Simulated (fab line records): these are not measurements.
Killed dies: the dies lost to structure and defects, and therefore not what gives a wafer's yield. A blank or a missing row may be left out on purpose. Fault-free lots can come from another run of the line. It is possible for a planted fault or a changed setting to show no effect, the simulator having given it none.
Which of the tools did it?    flow gf180mcu    36 wafers from 12 lots sampled at 4 of the route's 602 steps

WHAT THE GAUGES SHOWED, per wafer
GF_V5_THK_MEAS_25: measures by xrf.
lot   measured      on             V5_W_THK (nm)
L621  day 27 03:19  film_metro-02  347 350 350
L622  day 27 12:38  film_metro-01  358 357 353
L623  day 27 19:23  film_metro-01  356 360 354
L624  day 28 03:58  film_metro-01  365 367 365
L625  day 28 10:29  film_metro-04  353 360 353
L627  day 29 02:39  film_metro-01  353 356 355
L628  day 29 10:28  film_metro-02  347 354 349
L629  day 29 15:59  film_metro-02  349 341 347
L630  day 29 22:11  film_metro-02  355 353 354
L636  day 31 14:43  film_metro-02  354 345 349
L640  day 32 12:09  film_metro-01  357 354 353
L643  day 33 08:22  film_metro-02  359 359 359

GF_PASSIVATION_BOW_MEAS_14.
lot   measured      on             PASSIVATION_BOW (um)
L621  day 28 22:22  film_metro-03  138 134 139
L622  day 29 07:15  film_metro-03  132 141 138
L623  day 29 14:25  film_metro-03  129 136 139
L624  day 29 21:51  film_metro-04  147 128 141
L625  day 30 04:02  film_metro-02  140 151 153
L627  day 30 19:34  film_metro-03  124 135 145
L628  day 31 02:03  film_metro-02  117 123 131
L629  day 31 07:56  film_metro-02  125 118 120
L630  day 31 12:57  film_metro-03  148 139 131
L636  day 33 02:27  film_metro-03  124 120 118
L640  day 33 22:59  film_metro-03  151 140 143
L643  day 34 17:33  film_metro-02  149 155 166

EACH LOT AND THE TOOL THAT RAN IT (in order: tool; ch and the chambers of the sampled wafers; start)
lot   GF_V2_ETCH_16                       GF_M5_ETCH_09
L621  rie_diel-02 ch 0,2,3, day 20 03:07  rie_diel-03 ch 1,2,3, day 26 03:46
L622  rie_diel-01 ch 1,2, day 20 13:28    rie_diel-03 ch 1,2,3, day 26 13:31
L623  rie_diel-01 ch 2,3, day 20 22:10    rie_diel-04 ch 1,2,3, day 26 20:16
L624  rie_diel-03 ch 0,1,3, day 21 09:43  rie_diel-02 ch 1,2,3, day 27 04:52
L625  rie_diel-03 ch 1,2, day 21 17:49    rie_diel-04 ch 0,2,3, day 27 12:25
L627  rie_diel-02 ch 0,2,3, day 22 12:01  rie_diel-03 ch 0,2, day 28 04:59
L628  rie_diel-03 ch 0,2, day 22 21:19    rie_diel-04 ch 1,2, day 28 12:49
L629  rie_diel-01 ch 1,3, day 23 03:28    rie_diel-04 ch 1,2,3, day 28 17:55
L630  rie_diel-02 ch 0,1,3, day 23 11:01  rie_diel-02 ch 0,1,2, day 29 00:22
L636  rie_diel-01 ch 1,2,3, day 25 13:19  rie_diel-04 ch 0,1,2, day 30 18:49
L640  rie_diel-01 ch 0,3, day 26 16:16    rie_diel-03 ch 1,2, day 31 16:45
L643  rie_diel-03 ch 0,1,3, day 27 15:25  rie_diel-03 ch 0,2,3, day 32 14:09
- GF_V2_ETCH_16: etches BARC in N2/H2.
- GF_M5_ETCH_09: etches Si3N4 in CF4/O2, target depth 52 nm, time 11.6 s.

AS READ BY THE TOOLS THEMSELVES (means over the sampled wafers that have a number; for cases with no such wafer, the mark the record gives instead)
GF_V2_ETCH_16.
lot   tool         chamber_pressure_mTorr (mTorr)  drypump_motor_current_A (A)  oes_product_au (a.u.)  rf_fwd_power_W (W)  throttle_valve_pct (%)
L621  rie_diel-02  29.994                          5.7                          0.857                  495.0               13.219
L622  rie_diel-01  29.994                          5.7                          0.854                  494.2               13.229
L623  rie_diel-01  29.997                          6.0                          0.854                  494.6               13.230
L624  rie_diel-03  30.000                          5.7                          0.857                  495.1               13.221
L625  rie_diel-03  29.985                          5.7                          0.850                  493.4               13.222
L627  rie_diel-02  30.001                          5.7                          0.850                  494.5               13.230
L628  rie_diel-03  30.026                          6.0                          0.855                  495.4               13.224
L629  rie_diel-01  30.010                          5.9                          0.857                  496.4               13.216
L630  rie_diel-02  30.018                          5.9                          0.851                  493.3               13.232
L636  rie_diel-01  30.007                          5.8                          0.851                  495.9               13.223
L640  rie_diel-01  29.987                          5.8                          0.856                  496.9               13.220
L643  rie_diel-03  29.997                          5.7                          0.855                  494.6               13.223

GF_M5_ETCH_09.
lot   tool         chamber_pressure_mTorr (mTorr)  drypump_motor_current_A (A)  oes_product_au (a.u.)  rf_fwd_power_W (W)  throttle_valve_pct (%)
L621  rie_diel-03  150.09                          5.8                          1.011                  784                 5.980
L622  rie_diel-03  149.89                          5.8                          1.005                  784                 5.977
L623  rie_diel-04  150.10                          5.3                          1.004                  791                 5.979
L624  rie_diel-02  149.97                          5.5                          1.004                  786                 5.972
L625  rie_diel-04  150.07                          5.6                          1.016                  787                 5.966
L627  rie_diel-03  149.98                          6.0                          1.003                  786                 5.977
L628  rie_diel-04  150.05                          5.1                          1.000                  783                 5.964
L629  rie_diel-04  149.81                          5.3                          1.007                  788                 5.973
L630  rie_diel-02  150.07                          5.7                          1.004                  785                 5.972
L636  rie_diel-04  149.97                          5.4                          1.010                  782                 5.973
L640  rie_diel-03  149.99                          5.7                          0.993                  782                 5.981
L643  rie_diel-03  149.95                          5.9                          0.998                  786                 5.972

THE ANSWER, worked out from the rows above alone
Rule: the lots themselves supply what counts as usual. Put in order of their means at a reading, lots are off if they are a third of the lots or fewer, leave a main group of 4 or more, and stand apart from it by a gap of 3 or more times the standard deviation of the main group's means; of several such gaps the widest counts. The tables above print the reading to a certain number of digits; a main group whose means all agree to those digits is not used. A lot without any number at a reading at which 4 lots or more have one is off too. Any other lot the step has rows for is counted as sound. Order of review: gauges by route order, followed by the tools' own readings, for which a lot's mean as printed above is used. The first step at which some lot is off is used, and at that step the reading that is off furthest; a lot without a number counts as furthest.
No lot is off on any of the readings shown, so nothing can be concluded from this.

WHAT THE SIMULATOR PUT IN
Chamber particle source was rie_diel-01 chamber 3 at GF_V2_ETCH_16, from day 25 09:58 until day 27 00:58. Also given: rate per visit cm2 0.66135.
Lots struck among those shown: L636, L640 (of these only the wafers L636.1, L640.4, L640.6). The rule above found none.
